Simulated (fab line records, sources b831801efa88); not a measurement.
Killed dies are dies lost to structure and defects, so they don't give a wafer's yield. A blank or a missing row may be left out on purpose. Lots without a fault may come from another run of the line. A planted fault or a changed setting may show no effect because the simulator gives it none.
fab line records | flow gf180mcu
record lots=5 wafers=15 last_day=34
route steps=602 shown SAB@264 SALICIDE@278 CONTACT@287
lots that met no fault: from a run of the same line without faults
start_h: hours from the record's first day to the start of the lot's first wafer shown | wait_h: hours since the lot's step before | " the same as in the row above | L1.1+2: a row that stands for several wafers | - no value, or no start given | * or withheld: withheld | < > ~ a bound
route shown NAME@n: a module of which the file shows steps, and the number in the route of the first | usual: mean/standard deviation of fault-free wafers | same: alike in all rows | chamber/n: place in a boat | sites: the reading at each site | _std_site: their standard deviation | _edge_site: outer sites' mean less inner sites' | radius_mm: how far each site lies from the wafer's centre | mask NAME#n: copy n | behind: the tool/chamber that last shaped the wafer | hold: why the lot was held/for how many hours/how that ended | device: the transistor (n, p or np) that didn't switch | end of line: the same wafers' tests at the end of the route | a step without rows: its recipe alone | killed: dies lost to structure and defects at the first sort, not the wafer's yield | map: a wafer's dies, x killed, . not, _ none there
set.NAME: the setting as run; set.NAME@STEP: as run at that earlier step | model.NAME: the simulator's own value behind a step, which no gauge read
lots at some steps of the route; a table a step, a row a wafer
services: from which hour (start_h, from the record's first day; less than 0 if before it) a tool's chamber was out of use, for how many hours, and why
## steps
# step GF_SAB_CVD_00
# recipe material=SiO2 target_thk_nm=50 precursor=TEOS temp_c=400 time_s=4.9302 rf_w=600
# usual heater_power_w=653/83 rf_fwd_power_W=587.2/2.6
# columns lot.wafer tool chamber start_h wait_h heater_power_w rf_fwd_power_W
L078.1 pecvd-02 2 356.90 0.1 664 584.3
L078.3 " 1 " " 450 588.5
L078.4 " 0 " " 640 589.6
L084.1 pecvd-04 1 416.67 0.1 574 590.2
L084.4 " 2 " " 608 582.2
L084.5 " 0 " " 682 585.5
L085.1 pecvd-02 0 420.52 0.1 635 588.6
L085.2 " 2 " " 612 588.4
L085.3 " 1 " " 472 591.9
L088.2 pecvd-02 1 445.82 0.1 486 586.9
L088.4 " 2 " " 638 585.6
L088.6 " 0 " " 716 586.4
L094.1 pecvd-04 0 493.28 0.1 715 585.2
L094.3 " 2 " " 689 582.5
L094.6 " 1 " " 659 588.5
# step GF_SAB_THK_MEAS_01
# recipe reads=SiO2_of_SAB_CVD_00
# usual SAB_CVD_00_THK=49.9/0.61
# columns lot.wafer tool chamber start_h wait_h SAB_CVD_00_THK[nm]
L078.1 film_metro-02 - 356.92 0.0 49.2
L078.3 " - " " 48.5
L078.4 " - " " 50.7
L084.1 film_metro-01 - 416.69 0.0 48.4
L084.4 " - " " 50.7
L084.5 " - " " 50.7
L085.1 film_metro-01 - 420.54 0.0 49.0
L085.2 " - " " 50.3
L085.3 " - " " 50.3
L088.2 film_metro-02 - 445.85 0.0 49.9
L088.4 " - " " 50.5
L088.6 " - " " 50.8
L094.1 film_metro-02 - 493.30 0.0 49.5
L094.3 " - " " 49.8
L094.6 " - " " 50.5
# step GF_SAB_DEHYDRATE_02
# recipe temp_c=200 time_s=60
# columns lot.wafer tool chamber start_h wait_h
L078.1+3+4 litho_track-01 0 366.75 9.8
L084.1+4+5 litho_track-01 0 428.50 11.8
L085.1+2+3 litho_track-01 0 432.20 11.6
L088.2+4+6 litho_track-04 0 457.41 11.6
L094.1+3+6 litho_track-01 0 504.60 11.3
# step GF_SAB_HMDS_03
# recipe prime_time_s=60 prime_temp_c=120
# columns lot.wafer tool chamber start_h wait_h
L078.1+3+4 litho_track-01 0 366.90 0.1
L084.1+4+5 litho_track-01 0 428.65 0.1
L085.1+2+3 litho_track-01 0 432.35 0.1
L088.2+4+6 litho_track-04 0 457.56 0.1
L094.1+3+6 litho_track-01 0 504.75 0.1
# step GF_SAB_COAT_04
# recipe resist=NOVOLAK spin_rpm=3000 resist_thk_nm=1000
# columns lot.wafer tool chamber start_h wait_h
L078.1+3+4 litho_track-01 0 367.05 0.1
L084.1+4+5 litho_track-01 0 428.80 0.1
L085.1+2+3 litho_track-01 0 432.50 0.1
L088.2+4+6 litho_track-04 0 457.71 0.1
L094.1+3+6 litho_track-01 0 504.90 0.1
# step GF_SAB_SOFTBAKE_05
# recipe temp_c=90 time_s=60 resist=NOVOLAK
# columns lot.wafer tool chamber start_h wait_h
L078.1+3+4 litho_track-01 0 367.20 0.1
L084.1+4+5 litho_track-01 0 428.95 0.1
L085.1+2+3 litho_track-01 0 432.65 0.1
L088.2+4+6 litho_track-04 0 457.86 0.1
L094.1+3+6 litho_track-01 0 505.05 0.1
# step GF_SAB_EXPOSE_06
# recipe mask_id=SAB target_cd_nm=420 na=0.6 source_shape=conventional sigma_outer=0.6 dose_mj=140
# same sigma_outer=0.6
# columns lot.wafer tool chamber start_h wait_h mask
L078.1+3+4 iline_stepper-02 0 - - SAB#0
L084.1+4+5 iline_stepper-02 0 - - SAB#0
L085.1+2+3 iline_stepper-02 0 - - SAB#0
L088.2+4+6 iline_stepper-02 0 - - SAB#0
L094.1+3+6 iline_stepper-01 0 - - SAB#0
# step GF_SAB_PEB_07
# recipe temp_c=withheld time_s=* resist=NOVOLAK
# columns lot.wafer tool chamber start_h wait_h
L078.1+3+4 litho_track-03 0 - -
L084.1+4+5 litho_track-03 0 - -
L085.1+2+3 litho_track-04 0 - -
L088.2+4+6 litho_track-03 0 - -
L094.1+3+6 litho_track-01 0 - -
# step GF_SAB_DEVELOP_08
# recipe develop_time_s=60 dev_temp_c=23
# usual developer_temp_C=23.02/0.097
# columns lot.wafer tool chamber start_h wait_h developer_temp_C
L078.1 litho_track-03 0 378.33 0.1 23.00
L078.3 " 0 " " 22.98
L078.4 " 0 " " 23.07
L084.1 litho_track-03 0 440.68 0.1 23.06
L084.4 " 0 " " 23.04
L084.5 " 0 " " 23.10
L085.1 litho_track-04 0 444.44 0.1 22.93
L085.2 " 0 " " 22.95
L085.3 " 0 " " 22.94
L088.2 litho_track-03 0 469.95 0.1 22.93
L088.4 " 0 " " 23.08
L088.6 " 0 " " 22.89
L094.1 litho_track-01 0 517.10 0.1 23.08
L094.3 " 0 " " 23.09
L094.6 " 0 " " 23.14
# step GF_SAB_CD_MEAS_09
# recipe target_cd_nm=420
# usual cd_nm=418.9/2.1
# columns lot.wafer tool chamber start_h wait_h cd_nm
L078.1 cd_sem-01 - 378.48 0.1 417.9
L078.3 " - " " 417.1
L078.4 " - " " 416.6
L084.1 cd_sem-02 - 440.83 0.1 417.0
L084.4 " - " " 419.2
L084.5 " - " " 419.9
L085.1 cd_sem-02 - 444.59 0.1 421.1
L085.2 " - " " 421.9
L085.3 " - " " 420.3
L088.2 cd_sem-02 - 470.10 0.1 421.5
L088.4 " - " " 421.6
L088.6 " - " " 421.2
L094.1 cd_sem-01 - 517.25 0.1 419.7
L094.3 " - " " 420.0
L094.6 " - " " 419.8
# step GF_SAB_OVL_MEAS_10
# usual SAB_OVL=1.4/1.2
# columns lot.wafer tool chamber start_h wait_h SAB_OVL[nm]
L078.1 overlay-01 - 378.60 0.1 0.3
L078.3 " - " " 2.9
L078.4 " - " " 1.4
L084.1 overlay-02 - 440.95 0.1 0.3
L084.4 " - " " 1.0
L084.5 " - " " 0.1
L085.1 overlay-01 - 444.71 0.1 2.6
L085.2 " - " " 1.9
L085.3 " - " " 0.6
L088.2 overlay-01 - 470.21 0.1 1.5
L088.4 " - " " 1.8
L088.6 " - " " 1.6
L094.1 overlay-02 - 517.37 0.1 0.2
L094.3 " - " " -0.7
L094.6 " - " " -0.8
# step GF_SAB_ETCH_11
# recipe chemistry=C4F8/O2/Ar mask_material=NOVOLAK target=SiO2 target_depth_nm=55 source_w=1500 bias_w=1200 pressure_mtorr=40 c4f8_flow_sccm=withheld O2_flow_sccm=6 Ar_flow_sccm=300 time_s=8.5
# usual oes_product_au=1.003/0.013 rf_fwd_power_W=1471/8.1
# columns lot.wafer tool chamber start_h wait_h oes_product_au rf_fwd_power_W rf_hours_counter_h
L078.1 rie_diel-03 0 378.64 0.0 0.996 1479 1
L078.3 " 3 " " 0.991 1470 13
L078.4 " 2 " " 1.005 1472 83
L084.1 rie_diel-03 0 440.99 0.0 0.999 1466 3
L084.4 " 3 " " 0.990 1467 15
L084.5 " 2 " " 1.012 1478 -
L085.1 rie_diel-04 2 444.74 0.0 1.012 1464 10
L085.2 " 3 " " 1.017 1474 14
L085.3 " 0 " " 1.030 1469 11
L088.2 rie_diel-04 0 470.24 0.0 1.008 1465 11
L088.4 " 3 " " 0.996 1475 14
L088.6 " 2 " " 1.011 1472 -
L094.1 rie_diel-03 2 517.40 0.0 1.008 1472 87
L094.3 " 3 " " 0.995 1475 17
L094.6 " 3 " " 0.990 1476 -
# step GF_SAB_WET_ETCH_12
# recipe chemistry=dHF target_depth_nm=22 dry=n2_spin target=SiO2 temp_c=25 dilution=100:1 time_s=440
# columns lot.wafer tool chamber start_h wait_h
L078.1+3+4 wet_bench-02 1 378.66 0.0
L084.1+4+5 wet_bench-02 3 441.01 0.0
L085.1+2+3 wet_bench-02 1 444.77 0.0
L088.2+4+6 wet_bench-01 2 470.26 0.0
L094.1+3+6 wet_bench-04 0 517.42 0.0
# step GF_SAB_STRIP_13
# recipe chemistry=O2/N2 power_w=1400 pressure_mtorr=1500 platen_temp_c=250 o2_flow_sccm=3000 n2_flow_sccm=300 overash_fraction=0.5
# usual drypump_motor_current_A=5.72/0.22 heater_power_w=327/34 oes_product_au=0.710/0.0043 strip_time_to_endpoint_s=12.60/0.04
# columns lot.wafer tool chamber start_h wait_h drypump_motor_current_A heater_power_w oes_product_au rf_hours_counter_h strip_time_to_endpoint_s
L078.1 plasma_asher-01 1 378.80 0.0 5.28 270 0.713 76 12.62
L078.3 " 1 " " 5.29 265 0.713 - 12.61
L078.4 " 0 " " 6.19 374 0.706 - 12.59
L084.1 plasma_asher-04 1 441.14 0.0 5.64 309 0.710 68 12.65
L084.4 " 1 " " 5.64 305 0.719 - 12.62
L084.5 " 0 " " 5.62 322 0.713 - 12.70
L085.1 plasma_asher-04 1 444.90 0.0 5.68 297 0.705 68 12.58
L085.2 " 0 " " 5.64 328 0.705 68 12.51
L085.3 " 1 " " 5.66 298 0.710 - 12.54
L088.2 plasma_asher-03 0 470.39 0.0 5.85 322 0.705 37 12.62
L088.4 " 0 " " 5.86 325 0.713 - 12.62
L088.6 " 1 " " 5.79 374 0.706 - 12.64
L094.1 plasma_asher-03 0 517.55 0.0 5.86 321 0.711 42 12.62
L094.3 " 1 " " 5.81 380 0.713 - 12.60
L094.6 " 1 " " 5.79 370 0.710 - 12.61
# step GF_SALICIDE_CLEAN_00
# recipe chemistry=SC1/SC2 mix=1:4:20 temp_c=70 time_s=150
# columns lot.wafer tool chamber start_h wait_h
L078.1+3+4 wet_bench-03 2 378.90 0.1
L084.1+4+5 wet_bench-04 3 441.24 0.1
L085.1+2+3 wet_bench-01 3 445.00 0.1
L088.2+4+6 wet_bench-03 1 470.49 0.1
L094.1+3+6 wet_bench-03 3 517.65 0.1
# step GF_SALICIDE_WET_ETCH_01
# recipe chemistry=dHF target_depth_nm=5 dry=ipa_marangoni target=SiO2 temp_c=25 dilution=100:1 time_s=100
# columns lot.wafer tool chamber start_h wait_h
L078.1+3+4 wet_bench-01 1 378.95 0.0
L084.1+4+5 wet_bench-03 3 441.29 0.0
L085.1+2+3 wet_bench-04 3 445.05 0.0
L088.2+4+6 wet_bench-04 1 470.54 0.0
L094.1+3+6 wet_bench-01 3 517.70 0.0
# step GF_SALICIDE_SPUTTER_02
# recipe material=Co target_thk_nm=10 power_w=1000 time_s=20 chamber_pressure_pa=0.4
# usual throttle_valve_pct=29.9/0.72
# columns lot.wafer tool chamber start_h wait_h throttle_valve_pct
L078.1 pvd_sputter-04 - 379.02 0.0 29.9
L078.3 " - " " 29.9
L078.4 " - " " 29.9
L084.1 pvd_sputter-04 - 441.33 0.0 30.1
L084.4 " - " " 30.1
L084.5 " - " " 30.3
L085.1 pvd_sputter-04 - 445.09 0.0 30.1
L085.2 " - " " 29.6
L085.3 " - " " 29.6
L088.2 pvd_sputter-04 - 470.58 0.0 30.2
L088.4 " - " " 29.6
L088.6 " - " " 30.1
L094.1 pvd_sputter-04 - 517.74 0.0 29.9
L094.3 " - " " 29.9
L094.6 " - " " 30.4
# step GF_SALICIDE_SPUTTER_03
# recipe material=TiN target_thk_nm=20 power_w=6500 time_s=16.7 chamber_pressure_pa=0.4
# usual throttle_valve_pct=29.9/0.72
# columns lot.wafer tool chamber start_h wait_h throttle_valve_pct
L078.1 pvd_sputter-04 - 379.05 0.0 30.0
L078.3 " - " " 30.0
L078.4 " - " " 30.1
L084.1 pvd_sputter-04 - 441.36 0.0 29.9
L084.4 " - " " 30.2
L084.5 " - " " 30.1
L085.1 pvd_sputter-04 - 445.11 0.0 30.0
L085.2 " - " " 29.8
L085.3 " - " " 29.8
L088.2 pvd_sputter-04 - 470.60 0.0 30.1
L088.4 " - " " 30.1
L088.6 " - " " 30.3
L094.1 pvd_sputter-04 - 517.77 0.0 30.0
L094.3 " - " " 30.1
L094.6 " - " " 30.0
# step GF_SALICIDE_RS_MEAS_04
# recipe thk_meas_gauge=four-point-probe reads=TiN_of_SALICIDE_SPUTTER_03+Co_of_SALICIDE_SPUTTER_02
# usual SALICIDE_TIN_RS=16.35/0.29
# columns lot.wafer tool chamber start_h wait_h SALICIDE_TIN_RS[ohm/sq]
L078.1 film_metro-01 - 379.08 0.0 16.15
L078.3 " - " " 16.04
L078.4 " - " " 15.83
L084.1 film_metro-03 - 441.42 0.0 16.14
L084.4 " - " " 16.02
L084.5 " - " " 16.08
L085.1 film_metro-02 - 445.14 0.0 16.60
L085.2 " - " " 16.33
L085.3 " - " " 16.46
L088.2 film_metro-03 - 470.65 0.0 15.76
L088.4 " - " " 15.90
L088.6 " - " " 15.81
L094.1 film_metro-02 - 517.79 0.0 16.19
L094.3 " - " " 16.42
L094.6 " - " " 16.00
# step GF_SALICIDE_THK_MEAS_05
# recipe thk_meas_gauge=xrf reads=TiN_of_SALICIDE_SPUTTER_03
# usual SALICIDE_TIN_THK=20.07/0.25
# columns lot.wafer tool chamber start_h wait_h SALICIDE_TIN_THK[nm]
L078.1 film_metro-01 - 379.20 0.1 19.99
L078.3 " - " " 20.25
L078.4 " - " " 20.47
L084.1 film_metro-03 - 441.54 0.1 19.79
L084.4 " - " " 19.95
L084.5 " - " " 19.83
L085.1 film_metro-02 - 445.26 0.1 19.67
L085.2 " - " " 20.09
L085.3 " - " " 20.03
L088.2 film_metro-03 - 470.76 0.1 19.93
L088.4 " - " " 19.74
L088.6 " - " " 20.10
L094.1 film_metro-02 - 517.91 0.1 19.79
L094.3 " - " " 19.81
L094.6 " - " " 20.14
# step GF_SALICIDE_RTA_06
# recipe temp_c=530 time_s=30 ambient=N2
# usual anneal_temp_c_max=532.8/0.54 lamp_power_pct=5.4/0.35 wafer_temp_C_max=533.2/0.6
# columns lot.wafer tool chamber start_h wait_h anneal_temp_c_max lamp_power_pct wafer_temp_C_max
L078.1 rtp_anneal-02 0 379.26 0.1 532.7 5.7 532.7
L078.3 " 0 " " 532.5 5.8 533.1
L078.4 " 0 " " 533.9 5.8 532.3
L084.1 rtp_anneal-01 0 441.60 0.1 534.0 5.1 532.6
L084.4 " 0 " " 534.1 5.1 533.4
L084.5 " 0 " " 532.0 5.1 534.3
L085.1 rtp_anneal-02 0 445.32 0.1 532.1 5.7 533.1
L085.2 " 0 " " 532.2 5.8 532.4
L085.3 " 0 " " 533.0 5.8 532.9
L088.2 rtp_anneal-02 0 470.83 0.1 532.2 5.8 533.9
L088.4 " 0 " " 532.4 5.7 533.5
L088.6 " 0 " " 533.6 5.7 532.5
L094.1 rtp_anneal-01 0 517.97 0.1 532.7 5.1 533.6
L094.3 " 0 " " 532.9 5.1 532.9
L094.6 " 0 " " 532.4 5.1 532.9
# step GF_SALICIDE_WET_ETCH_07
# recipe chemistry=SPM target_depth_nm=120 dry=n2_spin
# columns lot.wafer tool chamber start_h wait_h
L078.1+3+4 wet_bench-04 2 379.36 0.1
L084.1+4+5 wet_bench-01 3 441.70 0.1
L085.1+2+3 wet_bench-01 2 445.42 0.1
L088.2+4+6 wet_bench-04 1 470.91 0.1
L094.1+3+6 wet_bench-04 1 518.07 0.1
# step GF_SALICIDE_RTA_08
# recipe temp_c=800 time_s=30 ambient=N2
# usual anneal_temp_c_max=804.2/0.8 lamp_power_pct=15.1/0.96 wafer_temp_C_max=804.9/1.1
# columns lot.wafer tool chamber start_h wait_h anneal_temp_c_max lamp_power_pct wafer_temp_C_max
L078.1 rtp_anneal-01 0 379.46 0.0 804.5 14.1 805.2
L078.3 " 0 " " 804.7 14.0 804.5
L078.4 " 0 " " 803.9 14.0 804.5
L084.1 rtp_anneal-02 0 441.80 0.0 805.5 16.0 804.1
L084.4 " 0 " " 803.5 16.0 805.9
L084.5 " 0 " " 803.8 16.0 804.7
L085.1 rtp_anneal-02 0 445.52 0.0 804.7 16.0 804.0
L085.2 " 0 " " 804.3 16.0 803.0
L085.3 " 0 " " 803.2 16.0 804.3
L088.2 rtp_anneal-01 0 471.03 0.0 805.3 14.1 806.5
L088.4 " 0 " " 803.9 14.0 805.1
L088.6 " 0 " " 803.4 14.1 806.3
L094.1 rtp_anneal-02 0 518.17 0.0 803.8 16.0 803.9
L094.3 " 0 " " 804.9 16.0 804.3
L094.6 " 0 " " 805.0 16.0 803.5
# step GF_CONTACT_CVD_00
# recipe material=SiO2 target_thk_nm=300 sigma_open_frac=0.3 temp_c=400 time_s=50 sih4_flow_sccm=60 pressure_mtorr=6
# columns lot.wafer tool chamber start_h wait_h
L078.1+3+4 hdpcvd-02 2,1,0 379.56 0.1
L084.1+4+5 hdpcvd-02 1 441.90 0.1
L085.1+2+3 hdpcvd-01 1,0,2 445.62 0.1
L088.2+4+6 hdpcvd-01 2,2,0 471.11 0.1
L094.1+3+6 hdpcvd-01 1,0,2 518.27 0.1
# step GF_CONTACT_THK_MEAS_01
# recipe reads=SiO2_of_CONTACT_CVD_00
# usual CONTACT_CVD_00_THK=302/3.2
# columns lot.wafer tool chamber start_h wait_h CONTACT_CVD_00_THK[nm]
L078.1 film_metro-01 - 379.60 0.0 299
L078.3 " - " " 298
L078.4 " - " " 299
L084.1 film_metro-01 - 441.97 0.0 300
L084.4 " - " " 300
L084.5 " - " " 299
L085.1 film_metro-01 - 445.66 0.0 302
L085.2 " - " " 305
L085.3 " - " " 305
L088.2 film_metro-04 - 471.17 0.0 307
L088.4 " - " " 306
L088.6 " - " " 299
L094.1 film_metro-04 - 518.31 0.0 304
L094.3 " - " " 301
L094.6 " - " " 305
# step GF_CONTACT_CVD_02
# recipe material=SiO2 target_thk_nm=860 precursor=TEOS temp_c=400 time_s=95.992 rf_w=600
# usual heater_power_w=670/77 rf_fwd_power_W=596.1/2.3
# columns lot.wafer tool chamber start_h wait_h heater_power_w rf_fwd_power_W
L078.1 pecvd-03 0 379.66 0.1 642 595.6
L078.3 " 0 " " 496 596.5
L078.4 " 1 " " 649 594.5
L084.1 pecvd-03 0 442.03 0.1 519 596.5
L084.4 " 2 " " 731 596.2
L084.5 " 1 " " 636 594.8
L085.1 pecvd-03 2 445.72 0.1 851 598.9
L085.2 " 0 " " 575 598.9
L085.3 " 1 " " 629 595.1
L088.2 pecvd-01 0 471.22 0.0 637 596.0
L088.4 " 1 " " 588 600.2
L088.6 " 0 " " 693 596.0
L094.1 pecvd-03 2 518.37 0.1 783 595.6
L094.3 " 0 " " 591 599.5
L094.6 " 1 " " 549 592.6
# step GF_CONTACT_THK_MEAS_03
# recipe reads=SiO2_of_CONTACT_CVD_02
# usual CONTACT_CVD_02_THK=863/11
# columns lot.wafer tool chamber start_h wait_h CONTACT_CVD_02_THK[nm]
L078.1 film_metro-04 - 379.77 0.1 854
L078.3 " - " " 878
L078.4 " - " " 877
L084.1 film_metro-01 - 442.10 0.0 853
L084.4 " - " " 870
L084.5 " - " " 865
L085.1 film_metro-04 - 445.79 0.0 856
L085.2 " - " " 860
L085.3 " - " " 861
L088.2 film_metro-03 - 471.30 0.0 856
L088.4 " - " " 866
L088.6 " - " " 867
L094.1 film_metro-01 - 518.44 0.0 859
L094.3 " - " " 861
L094.6 " - " " 876
# step GF_CONTACT_CMP_04
# recipe material=SiO2 down_force_psi=4 platen_rpm=60 pad_velocity_m_s=0.94248
# usual motor_current_A=11.6/0.81 platen_rpm=60.00/0.041 time_to_endpoint_s=112/7.3
# columns lot.wafer tool chamber start_h wait_h motor_current_A platen_rpm time_to_endpoint_s
L078.1 cmp-01 3 379.83 0.1 12.1 59.95 118
L078.3 " 0 " " 13.2 59.98 126
L078.4 " 2 " " 11.4 59.97 125
L084.1 cmp-02 3 442.16 0.1 10.6 59.98 107
L084.4 " 1 " " 11.6 60.03 122
L084.5 " 0 " " 11.0 59.99 112
L085.3 cmp-01 3 445.90 0.1 11.8 59.96 106
L085.1 " 0 " " 12.7 59.95 104
L085.2 " 1 " " 10.5 60.03 111
L088.2 cmp-01 2 471.35 0.0 11.4 60.06 105
L088.4 " 3 " " 12.1 60.05 108
L088.6 " 3 " " 11.9 60.03 113
L094.3 cmp-02 1 518.50 0.0 11.3 60.05 116
L094.1 " 3 " " 10.2 59.99 105
L094.6 " 1 " " 11.3 59.99 121
# step GF_CONTACT_BOW_MEAS_05
# recipe mode=bow
# usual CONTACT_BOW=66/6.5
# columns lot.wafer tool chamber start_h wait_h CONTACT_BOW[um]
L078.1 film_metro-03 - 380.13 0.2 65
L078.3 " - " " 61
L078.4 " - " " 67
L084.1 film_metro-03 - 442.46 0.2 62
L084.4 " - " " 69
L084.5 " - " " 65
L085.1 film_metro-01 - 446.15 0.1 77
L085.2 " - " " 68
L085.3 " - " " 58
L088.2 film_metro-04 - 471.67 0.3 67
L088.4 " - " " 65
L088.6 " - " " 70
L094.1 film_metro-04 - 518.80 0.1 54
L094.3 " - " " 61
L094.6 " - " " 62
# step GF_CONTACT_DEHYDRATE_06
# recipe temp_c=200 time_s=60
# columns lot.wafer tool chamber start_h wait_h
L078.1+3+4 litho_track-01 0 391.35 11.2
L084.1+4+5 litho_track-01 0 454.20 11.7
L085.1+2+3 litho_track-02 0 457.76 11.6
L088.2+4+6 litho_track-04 0 483.01 11.3
L094.1+3+6 litho_track-01 0 529.45 10.6
# step GF_CONTACT_HMDS_07
# recipe prime_time_s=60 prime_temp_c=120
# columns lot.wafer tool chamber start_h wait_h
L078.1+3+4 litho_track-01 0 391.50 0.1
L084.1+4+5 litho_track-01 0 454.35 0.1
L085.1+2+3 litho_track-02 0 457.91 0.1
L088.2+4+6 litho_track-04 0 483.16 0.1
L094.1+3+6 litho_track-01 0 529.60 0.1
# step GF_CONTACT_COAT_08
# recipe resist=BARC temp_c=withheld time_s=withheld spin_rpm=withheld resist_thk_nm=withheld
# columns lot.wafer tool chamber start_h wait_h
L078.1+3+4 litho_track-01 0 391.65 0.1
L084.1+4+5 litho_track-01 0 454.50 0.1
L085.1+2+3 litho_track-02 0 458.06 0.1
L088.2+4+6 litho_track-04 0 483.31 0.1
L094.1+3+6 litho_track-01 0 529.75 0.1
# step GF_CONTACT_COAT_09
# recipe resist=KrF spin_rpm=withheld resist_thk_nm=1000
# columns lot.wafer tool chamber start_h wait_h
L078.1+3+4 litho_track-01 0 - -
L084.1+4+5 litho_track-01 0 - -
L085.1+2+3 litho_track-02 0 - -
L088.2+4+6 litho_track-04 0 - -
L094.1+3+6 litho_track-01 0 - -
# step GF_CONTACT_SOFTBAKE_10
# recipe temp_c=130 time_s=60 resist=KrF
# columns lot.wafer tool chamber start_h wait_h
L078.1+3+4 litho_track-01 0 - -
L084.1+4+5 litho_track-01 0 - -
L085.1+2+3 litho_track-02 0 - -
L088.2+4+6 litho_track-04 0 - -
L094.1+3+6 litho_track-01 0 - -
# step GF_CONTACT_EXPOSE_11
# recipe mask_id=Contact target_cd_nm=220 na=0.68 source_shape=conventional sigma_outer=0.6 dose_mj=38
# same sigma_outer=0.6
# columns lot.wafer tool chamber start_h wait_h mask
L078.1+3+4 krf_scanner-01 0 - - Contact#0
L084.1+4+5 krf_scanner-02 0 - - Contact#0
L085.1+2+3 krf_scanner-01 0 - - Contact#0
L088.2+4+6 krf_scanner-01 0 - - Contact#0
L094.1+3+6 krf_scanner-02 0 - - Contact#0
# step GF_CONTACT_PEB_12
# recipe peb_temp_c=135 peb_time_s=90 resist=KrF
# columns lot.wafer tool chamber start_h wait_h
L078.1+3+4 litho_track-02 0 - -
L084.1+4+5 litho_track-04 0 - -
L085.1+2+3 litho_track-01 0 - -
L088.2+4+6 litho_track-04 0 - -
L094.1+3+6 litho_track-02 0 - -
# step GF_CONTACT_DEVELOP_13
# recipe develop_time_s=60 resist=KrF dev_temp_c=21
# usual developer_temp_C=20.99/0.1
# columns lot.wafer tool chamber start_h wait_h developer_temp_C
L078.1 litho_track-02 0 403.51 0.2 20.95
L078.3 " 0 " " 21.07
L078.4 " 0 " " 21.21
L084.1 litho_track-04 0 466.84 0.2 20.98
L084.4 " 0 " " 21.02
L084.5 " 0 " " 20.94
L085.1 litho_track-01 0 470.05 0.2 20.82
L085.2 " 0 " " 20.93
L085.3 " 0 " " 21.02
L088.2 litho_track-04 0 495.36 0.2 21.25
L088.4 " 0 " " 21.19
L088.6 " 0 " " 21.11
L094.1 litho_track-02 0 541.31 0.2 21.06
L094.3 " 0 " " 21.00
L094.6 " 0 " " 21.10
# step GF_CONTACT_CD_MEAS_14
# recipe target_cd_nm=220
# usual cd_nm=220.4/1.7
# columns lot.wafer tool chamber start_h wait_h cd_nm
L078.1 cd_sem-02 - 403.66 0.1 220.0
L078.3 " - " " 220.8
L078.4 " - " " 222.5
L084.1 cd_sem-01 - 466.99 0.1 220.7
L084.4 " - " " 220.9
L084.5 " - " " 220.5
L085.1 cd_sem-01 - 470.20 0.1 223.2
L085.2 " - " " 221.4
L085.3 " - " " 222.7
L088.2 cd_sem-02 - 495.51 0.1 218.9
L088.4 " - " " 219.6
L088.6 " - " " 217.8
L094.1 cd_sem-02 - 541.46 0.1 221.9
L094.3 " - " " 222.7
L094.6 " - " " 223.9
# step GF_CONTACT_OVL_MEAS_15
# usual CONTACT_OVL=2/5.1
# columns lot.wafer tool chamber start_h wait_h CONTACT_OVL[nm]
L078.1 overlay-01 - 403.78 0.1 2
L078.3 " - " " -3
L078.4 " - " " -3
L084.1 overlay-01 - 467.11 0.1 4
L084.4 " - " " 6
L084.5 " - " " 7
L085.1 overlay-02 - 470.32 0.1 -2
L085.2 " - " " -3
L085.3 " - " " 1
L088.2 overlay-01 - 495.61 0.1 -2
L088.4 " - " " -9
L088.6 " - " " -2
L094.1 overlay-02 - 541.58 0.1 -1
L094.3 " - " " -2
L094.6 " - " " -3
# step GF_CONTACT_ETCH_16
# recipe chemistry=N2/H2 target_depth_a=withheld overetch_a=withheld time_s=withheld target=BARC ion_energy_ev=200 source_w=500 bias_w=100 pressure_mtorr=30 n2_flow_sccm=100 h2_flow_sccm=200
# usual drypump_motor_current_A=5.7/0.52 oes_product_au=0.854/0.0044 rf_fwd_power_W=494.0/2.2 throttle_valve_pct=13.226/0.0097
# columns lot.wafer tool chamber start_h wait_h drypump_motor_current_A oes_product_au rf_fwd_power_W throttle_valve_pct
L078.1 rie_diel-04 2 403.82 0.0 6.5 0.856 489.8 13.221
L078.3 " 3 " " 5.3 0.848 496.4 13.216
L078.4 " 0 " " 6.7 0.861 492.3 13.230
L084.1 rie_diel-03 1 467.14 0.0 5.6 0.851 493.5 13.243
L084.4 " 3 " " 6.4 0.857 495.1 13.220
L084.5 " 1 " " 5.6 0.852 492.9 13.229
L085.1 rie_diel-03 0 470.35 0.0 5.4 0.858 495.3 13.228
L085.2 " 1 " " 5.6 0.852 494.3 13.187
L085.3 " 2 " " 5.8 0.846 498.6 13.225
L088.2 rie_diel-03 2 495.64 0.0 5.8 0.854 496.1 13.221
L088.4 " 3 " " 6.4 0.852 496.5 13.213
L088.6 " 1 " " 5.7 0.851 492.9 13.223
L094.1 rie_diel-01 3 541.61 0.0 5.7 0.848 498.6 13.238
L094.3 " 0 " " 5.3 0.856 490.9 13.222
L094.6 " 1 " " 5.7 0.854 495.8 13.220
# step GF_CONTACT_ETCH_17
# recipe chemistry=C4F8/O2/Ar mask_material=KrF target=SiO2 stop_on=CoSi2 source_w=1500 bias_w=1200 pressure_mtorr=40 c4f8_flow_sccm=withheld O2_flow_sccm=6 Ar_flow_sccm=300 time_s=withheld target_depth_a=8600
# usual oes_product_au=0.816/0.0047 rf_fwd_power_W=1495/4.9
# columns lot.wafer tool chamber start_h wait_h oes_product_au rf_fwd_power_W
L078.1 rie_diel-04 2 - - 0.813 1489
L078.3 " 3 " " 0.806 1496
L078.4 " 0 " " 0.816 1498
L084.1 rie_diel-03 1 - - 0.816 1495
L084.4 " 3 " " 0.821 1490
L084.5 " 1 " " 0.810 1498
L085.1 rie_diel-03 0 - - 0.813 1501
L085.2 " 1 " " 0.821 1489
L085.3 " 2 " " 0.816 1495
L088.2 rie_diel-03 2 - - 0.811 1499
L088.4 " 3 " " 0.817 1495
L088.6 " 1 " " 0.811 1497
L094.1 rie_diel-01 3 - - 0.812 1496
L094.3 " 0 " " 0.810 1484
L094.6 " 1 " " 0.814 1498
## services
# columns tool chamber start_h hours kind
wet_bench-03 - 343.45 2.8 repair
rie_diel-04 1 346.00 1.3 repair
rie_diel-03 2 354.27 3.9 repair
rtp_anneal-01 - 354.39 1.4 pm
iline_stepper-02 - 360.16 1.7 pm
rie_diel-04 2 370.34 3.4 repair
rie_diel-04 0 373.90 12.9 repair
pecvd-03 2 377.03 19.9 repair
rtp_anneal-02 - 379.84 5.3 pm
rie_diel-04 2 380.60 8.0 repair
rie_diel-04 - 404.52 2.8 pm
pvd_sputter-04 - 405.55 16.4 repair
rie_diel-04 2 410.42 4.2 repair
pecvd-03 - 418.96 0.5 repair
rie_diel-03 1 420.00 4.9 repair
rie_diel-04 3 435.06 4.3 repair
rie_diel-03 - 473.59 0.3 repair
pecvd-03 - 475.68 5.5 pm
rie_diel-03 1 481.66 2.3 repair
rie_diel-03 0 484.98 7.0 repair
rie_diel-03 3 496.84 4.2 repair
rie_diel-04 2 498.91 4.0 repair
iline_stepper-02 - 507.39 2.2 repair
rie_diel-03 1 510.66 10.4 repair
## key
fault none
